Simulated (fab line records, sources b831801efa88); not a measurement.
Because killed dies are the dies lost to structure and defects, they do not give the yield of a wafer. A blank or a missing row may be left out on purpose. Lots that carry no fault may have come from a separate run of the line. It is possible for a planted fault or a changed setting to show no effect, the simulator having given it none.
fab line records    flow sky130
record: lots: 4  wafers: 12  lastDay: 50
route steps=708 shown METAL1@441 VIA1@458 PAD_OPEN@708
lots untouched by any fault: they come from a run of this same line in which no faults occurred
startH: hours from the record's opening day to when the first of the lot's shown wafers began    waitH: hours from the lot's prior step to this one    " same as the row above    L1.1+2: a single row standing in for several wafers    - value missing, or start not given    * or withheld: withheld    < > ~ a bound
route shown NAME@n: a module of which the file shows steps, and the number in the route of the first    usual: mean and standard deviation over wafers with no fault    same: alike in all rows    chamber/n: place in a boat    sites: per-site readings    _std_site: the values' standard deviation    _edge_site: the outer-site mean with the inner-site mean subtracted    radiusMm: how far each site lies from the wafer's centre    mask NAME#n: copy n    behind: the most recent tool/chamber to have shaped the wafer    hold: reason for holding the lot/hours on hold/outcome of the hold    device: transistor that didn't switch, given as n, p or np    end of line: tests of these same wafers at the route's end    where a step has no rows: the recipe by itself    killed: dies lost to structure and defects at the first sort, not the wafer's yield    map: per-die view of a wafer (x killed, . not killed, _ where there is no die)
set.NAME: the setting as run; set.NAME@STEP: as run at that earlier step    model.NAME: the simulator's own value behind a step, which no gauge read
lots at some steps of the route; a table a step, a row a wafer
== steps ==
step: SKY_METAL1_DEHYDRATE_07
recipe: tempC: 200  timeS: 60
step: SKY_METAL1_HMDS_08
recipe: primeTimeS: 60  primeTempC: 120
step: SKY_METAL1_COAT_09
recipe: resist: BARC  tempC: withheld  timeS: withheld  spinRpm: 3000  resistThkNm: 60
step: SKY_METAL1_COAT_10
recipe: resist: KrF-thick  spinRpm: 3000  resistThkNm: 450
step: SKY_METAL1_SOFTBAKE_11
recipe: tempC: 100  timeS: 90  resist: KrF-thick
step: SKY_METAL1_EXPOSE_12
recipe: maskId: MM1  na: 0.8  sourceShape: annular  sigmaInner: 0.55  sigmaOuter: 0.85  targetCdNm: 140  doseMj: 28
step: SKY_METAL1_PEB_13
recipe: pebTempC: withheld  pebTimeS: withheld  resist: KrF-thick
step: SKY_METAL1_DEVELOP_14
recipe: developTimeS: 60  resist: KrF-thick  devTempC: 21
step: SKY_METAL1_DESCUM_17
recipe: chemistry: O2  sourcePowerW: 150  biasPowerW: 0  pressureMtorr: 10  tempC: 40  timeS: 8
step: SKY_METAL1_ETCH_18
recipe: chemistry: N2/H2  target: BARC  ionEnergyEv: 200  biasW: 100  pressureMtorr: 30  n2FlowSccm: 100  h2FlowSccm: 200  icpW: 500  stopOn: SiO2  timeS: 45.9  targetDepthA: 600
usual: drypumpMotorCurrentA: 5.8/0.46  oesProductAu: 0.855/0.0047  throttleValvePct: 13.225/0.009
lot.wafer  tool         chamber  startH  waitH  drypumpMotorCurrentA  oesProductAu  rfHoursCounterH  throttleValvePct
L818.1     rieMetal-01  1        791.53  0.0    6.4                   0.858         12               13.219
L818.4     "            0        "       "      6.0                   0.857         -                13.225
L818.6     "            0        "       "      6.0                   0.864         -                13.229
L824.4     rieMetal-01  1        820.10  0.0    6.4                   0.855         -                13.234
L824.5     "            0        "       "      6.0                   0.854         -                13.217
L824.6     "            1        "       "      6.4                   0.856         -                13.203
L826.3     rieMetal-01  1        827.25  0.0    6.4                   0.859         -                13.217
L826.4     "            0        "       "      6.0                   0.849         -                13.217
L826.6     "            0        "       "      6.0                   0.859         -                13.216
L840.3     rieMetal-02  0        921.85  0.0    5.0                   0.859         -                13.237
L840.4     "            1        "       "      5.8                   0.858         -                13.220
L840.6     "            1        "       "      5.8                   0.853         -                13.212
step: SKY_METAL1_METAL_ETCH_19
recipe: targetDepthA: 3600  stopOn: SiO2  overEtchFrac: 0.3  timeS: 78  chemistry: Cl2/BCl3  resistSidewallDeg: 88  pressureMtorr: 10  icpW: 900  biasW: 48.5  Cl2_flow_sccm: 60  bcl3FlowSccm: 30
step: SKY_METAL1_STRIP_20
recipe: chemistry: O2/N2  powerW: 1400  pressureMtorr: 1500  platenTempC: withheld  o2FlowSccm: 3000  n2FlowSccm: 300  overashFraction: 0.5
step: SKY_METAL1_STRIP_21
recipe: chemistry: postEtchResidueRemover  timeS: 1200  tempC: 72.5
step: SKY_METAL1_CLEAN_22
recipe: chemistry: IPA  timeS: 180  tempC: 25
step: SKY_METAL1_CLEAN_23
recipe: chemistry: O3/DIW  dry: n2Spin
step: SKY_VIA1_HDPCVD_00
recipe: material: SiO2  targetThkNm: 1030  sigmaOpenFrac: 0.3  timeS: 171.7  tempC: 400  sih4FlowSccm: 60  pressureMtorr: 6
step: SKY_VIA1_CMP_02
recipe: material: SiO2  downForcePsi: 4  platenRpm: 60  padVelocityMS: 0.94248
step: SKY_VIA1_DEHYDRATE_04
recipe: tempC: 200  timeS: 60
step: SKY_VIA1_HMDS_05
recipe: primeTimeS: 60  primeTempC: 120
step: SKY_VIA1_COAT_06
recipe: resist: BARC  tempC: withheld  timeS: withheld  spinRpm: 3000  resistThkNm: 60
step: SKY_VIA1_COAT_07
recipe: resist: KrF-thick  spinRpm: 3000  resistThkNm: 450
step: SKY_VIA1_SOFTBAKE_08
recipe: tempC: 100  timeS: 90  resist: KrF-thick
step: SKY_VIA1_EXPOSE_09
recipe: maskId: VIM  na: 0.8  sourceShape: annular  sigmaInner: 0.55  sigmaOuter: 0.85  targetCdNm: 150  doseMj: 38
step: SKY_VIA1_PEB_10
recipe: pebTempC: withheld  pebTimeS: withheld  resist: KrF-thick
step: SKY_VIA1_DEVELOP_11
recipe: developTimeS: 60  resist: KrF-thick  devTempC: 21
step: SKY_VIA1_ETCH_14
recipe: chemistry: N2/H2  target: BARC  ionEnergyEv: 200  sourceW: 500  biasW: 100  pressureMtorr: 30  n2FlowSccm: 100  h2FlowSccm: 200  stopOn: SiO2  timeS: 45.9  targetDepthA: 600
step: SKY_VIA1_ETCH_15
recipe: target: SiO2  chemistry: C4F8/O2/Ar  targetDepthNm: 351  stopOn: TiN  maskMaterial: KrF-thick  sourceW: 1500  biasW: 1200  pressureMtorr: 40  c4f8FlowSccm: withheld  O2_flow_sccm: 6  Ar_flow_sccm: 300  timeS: 54
step: SKY_VIA1_STRIP_16
recipe: chemistry: O2/N2  powerW: 1400  pressureMtorr: 1500  platenTempC: withheld  o2FlowSccm: 3000  n2FlowSccm: 300  overashFraction: 0.5
step: SKY_VIA1_STRIP_17
recipe: chemistry: postEtchResidueRemover  timeS: 1200  tempC: 72.5
step: SKY_VIA1_CLEAN_18
recipe: chemistry: IPA  timeS: 180  tempC: 25
step: SKY_VIA1_CLEAN_19
recipe: chemistry: O3/DIW  dry: n2Spin
step: SKY_VIA1_SPUTTER_20
recipe: material: TiN  targetThkNm: 20  chamberPressurePa: 5  powerW: 4000  timeS: 80
step: SKY_VIA1_CVD_21
recipe: material: W  targetThkNm: 270  timeS: 80.902  tempC: 400  pressureTorr: 40
step: SKY_PAD_OPEN_PROBE_99
usual: defectLimitedYield: 82.4/2  killed_at_M0_to_M3: 44/7.4  killed_at_M4_up: 3.0/1.6  killedAtContacts: 24/5  killedAtFrontEnd: 15/4.6  killedAtOther: 0.4/0.65  killedDies: 86/9.6  killedOpen: 48/7.4  killedShort: 38/6.9  sort_bin_3_pad_short: 0.9/0.43  sort_bin_5_function: 10.4/1.3  sort_bin_6_memory: 6.3/1.2  sortNPass: 406/9.6  sortYieldPct: 82.4/2
same: grossDies: 492  killedAtBackSide: 0  sort_bin_4_leakage[%]: 0  sort_bin_8_speed[%]: 0
lot.wafer  tool       chamber  startH   waitH  defectLimitedYield[%]  killed_at_M0_to_M3  killed_at_M4_up  killedAtContacts  killedAtFrontEnd  killedAtOther  killedDies  killedOpen  killedShort  sort_bin_3_pad_short[%]  sort_bin_5_function[%]  sort_bin_6_memory[%]  sortNPass  sortYieldPct[%]  model.etest.tester.sortNPass  model.etest.tester.sortYieldPct  model.etest.tester.sort_bin_5_pct  model.etest.tester.sort_bin_3_pct
L818.1     prober-02  -        1093.15  0.1    82.5                   38                  5                29                14                0              86          47          39           0.6                      10.8                    6.1                   406        82.5             406                           82.52                            10.77                              0.6098
L818.4     prober-02  -        1093.30  0.2    80.7                   50                  2                24                19                0              95          53          41           0.6                      10.8                    7.9                   397        80.7             397                           80.69                            10.77                              0.6098
L818.6     prober-02  -        1093.40  0.2    82.7                   44                  0                26                15                0              85          43          42           1.0                      11.0                    5.3                   407        82.7             407                           82.72                            10.98                              1.016
L824.4     prober-01  -        1116.76  0.2    77.0                   78                  0                25                8                 2              113         40          23           2.8                      15.7                    4.5                   379        77.0             379                           77.03                            15.65                              2.846
L824.5     prober-01  -        1116.81  0.2    73.0                   85                  2                30                16                0              133         48          31           2.8                      17.5                    6.7                   359        73.0             359                           72.97                            17.48                              2.846
L824.6     prober-01  -        1116.86  0.2    74.0                   80                  2                28                18                0              128         50          30           1.8                      16.7                    7.5                   364        74.0             364                           73.98                            16.67                              1.829
L826.3     prober-01  -        1123.87  0.2    70.5                   92                  3                28                20                2              145         53          44           3.0                      18.1                    8.3                   347        70.5             347                           70.53                            18.09                              3.049
L826.4     prober-01  -        1123.92  0.2    70.3                   94                  3                23                26                0              146         45          44           3.5                      19.3                    6.9                   346        70.3             346                           70.33                            19.31                              3.455
L826.6     prober-01  -        1124.02  0.2    74.2                   86                  3                20                17                1              127         36          31           3.5                      17.5                    4.9                   365        74.2             365                           74.19                            17.48                              3.455
L840.3     prober-01  -        1190.62  0.2    81.9                   39                  8                25                17                0              89          48          41           1.2                      9.8                     7.1                   403        81.9             403                           81.91                            9.756                              1.22
L840.4     prober-01  -        1190.67  0.2    83.5                   45                  4                21                11                0              81          43          38           1.0                      10.2                    5.3                   411        83.5             411                           83.54                            10.16                              1.016
L840.6     prober-01  -        1190.77  0.2    83.1                   37                  2                30                14                0              83          38          45           0.8                      10.4                    5.7                   409        83.1             409                           83.13                            10.37                              0.813
killed by level:class
L818.1 CONTACT:geometricParticle:open=12 VIA1:geometricParticle:open=10 FIELD_ISO:geometricParticle:short=8 LI_CONTACT:geometricParticle:open=6 VIA3:geometricParticle:open=6 VIA1:geometricParticle:short=6 CONTACT:geometricParticle:short=5 VIA2:geometricParticle:open=5
L818.4 CONTACT:geometricParticle:open=12 VIA2:geometricParticle:open=10 VIA3:geometricParticle:open=10 VIA1:geometricParticle:open=8 METAL1:geometricParticle:short=6 POLY_GATE:geometricParticle:open=5 CONTACT:geometricParticle:short=5 POLY_GATE:geometricParticle:short=4
L818.6 CONTACT:geometricParticle:open=12 VIA3:geometricParticle:open=9 METAL1:geometricParticle:short=8 VIA1:geometricParticle:short=6 POLY_GATE:geometricParticle:short=5 LI_CONTACT:geometricParticle:open=5 CONTACT:geometricParticle:short=5 VIA1:geometricParticle:open=5
L824.4 METAL1:unspecified=50 CONTACT:geometricParticle:open=10 VIA1:geometricParticle:open=8 LI_CONTACT:geometricParticle:open=7 VIA2:geometricParticle:open=6 LI_CONTACT:geometricParticle:short=5 VIA3:geometricParticle:open=4 FIELD_ISO:geometricParticle:short=3
L824.5 METAL1:unspecified=54 CONTACT:geometricParticle:open=16 VIA1:geometricParticle:open=9 LI_CONTACT:geometricParticle:open=8 METAL2:geometricParticle:short=7 FIELD_ISO:geometricParticle:short=5 VIA2:geometricParticle:open=5 FIELD_ISO:geometricParticle:open=3
L824.6 METAL1:unspecified=48 CONTACT:geometricParticle:open=14 VIA3:geometricParticle:open=7 FIELD_ISO:geometricParticle:open=6 LI_CONTACT:geometricParticle:open=6 VIA2:geometricParticle:open=5 VIA1:geometricParticle:open=5 POLY_GATE:geometricParticle:open=4
L826.3 METAL1:unspecified=47 VIA1:geometricParticle:open=12 LI_CONTACT:geometricParticle:open=10 FIELD_ISO:geometricParticle:open=8 VIA1:geometricParticle:short=6 LOCAL_INTERCONNECT:geometricParticle:short=6 CONTACT:geometricParticle:open=6 CONTACT:geometricParticle:short=5
L826.4 METAL1:unspecified=57 VIA1:geometricParticle:open=10 CONTACT:geometricParticle:open=8 POLY_GATE:geometricParticle:short=8 FIELD_ISO:geometricParticle:open=6 FIELD_ISO:geometricParticle:short=6 LI_CONTACT:geometricParticle:open=6 METAL1:geometricParticle:short=5
L826.6 METAL1:unspecified=60 CONTACT:geometricParticle:open=7 FIELD_ISO:geometricParticle:open=5 FIELD_ISO:geometricParticle:short=5 VIA3:geometricParticle:open=5 CONTACT:geometricParticle:short=4 METAL1:geometricParticle:short=4 VIA1:geometricParticle:open=4
L840.3 LI_CONTACT:geometricParticle:open=11 FIELD_ISO:geometricParticle:short=8 VIA1:geometricParticle:open=8 METAL2:geometricParticle:short=6 FIELD_ISO:geometricParticle:open=5 VIA3:geometricParticle:open=5 VIA3:geometricParticle:short=5 LI_CONTACT:geometricParticle:short=4
L840.4 CONTACT:geometricParticle:open=13 VIA1:geometricParticle:open=7 VIA3:geometricParticle:open=7 METAL1:geometricParticle:short=6 VIA2:geometricParticle:open=5 VIA1:geometricParticle:short=5 METAL2:geometricParticle:short=5 FIELD_ISO:geometricParticle:open=3
L840.6 CONTACT:geometricParticle:short=10 CONTACT:geometricParticle:open=8 VIA1:geometricParticle:open=8 VIA2:geometricParticle:open=7 FIELD_ISO:geometricParticle:open=5 LI_CONTACT:geometricParticle:open=5 LOCAL_INTERCONNECT:geometricParticle:short=5 METAL3:geometricParticle:short=5
map L824.5 (x killed, . not)
__________.x..xx...._________
________.....x........_______
______x......x.........._____
_____...........x....x.x.____
____.........x....xx...x..___
___...x.........x..xx.x....__
__...x............x...x...x._
_...x...........x......xx.x..
_.x.x........................
_...x......x....x....x.xx....
_.xx...........xx..x..xxx.xx.
_xx..xx....x..x.x.xxxxxxx.xxx
_xx..........x......xxxxx.x.x
_.................xxxxxxxxxx.
_..x....x.........xxxxxxxxxxx
__.....x.xx........xxxxxxxx._
___...x.x..........xxxxxxxx__
____x.....x.........xxxx..___
_____x...x...x.........x.____
______..x.xx.......x...x_____
________..........x..x_______
__________.........._________
map L826.4 (x killed, . not)
__________.........._________
________.x...x..x.x..x_______
______......x..x.....x.._____
_____x......x.....xx.....____
____x..........xx..x......___
___.xx.xx....x..xx..x......__
__......xx................xx_
_..x.....xx......x.....x.x..x
_..........x.................
_x...x......x....x....x.x....
_.x......x..........xxxxx.x..
_......xxx...x...xxxxxxxxxxx.
_...x...x....x...x.xxxxxxxxx.
_....x...x...x.x.xxxxxxxxxxx.
_..x...x.........x..xxxxxxxx.
__..x....x...x....xxxxxxxxxx_
___.....x..xx.......x.x.xx.__
____x..x.x..x....xx.x.....___
_____.x.......x....x.x.x.____
______x.x.......x.x.x..._____
________.........xxx.x_______
__________.x........_________
== key ==
firstSign: step: SKY_PAD_OPEN_PROBE_99  reading: killed_at_M0_to_M3  direction: up  sigmas: 5.6  usual: 44  struck: 86
effect: step: SKY_PAD_OPEN_PROBE_99  reading: sort_bin_5_function  direction: up  sigmas: 5.4  usual: 10.4  struck: 17.4
modelEffect: step: SKY_PAD_OPEN_PROBE_99  value: etest.tester.sortNPass  without: 405.3  struck: 360
metAt SKY_METAL1_ETCH_18
struckWafers L824.4,L824.5,L824.6,L826.3,L826.4,L826.6
onsetBetween 791.53 820.10
fault: kind: chamberParticleSource  tool: rieMetal-01  chamber: -  onsetH: 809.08  steps: SKY_METAL1_ETCH_18  ratePerVisitCm2: 1.0105  untilTheNextWetClean: True
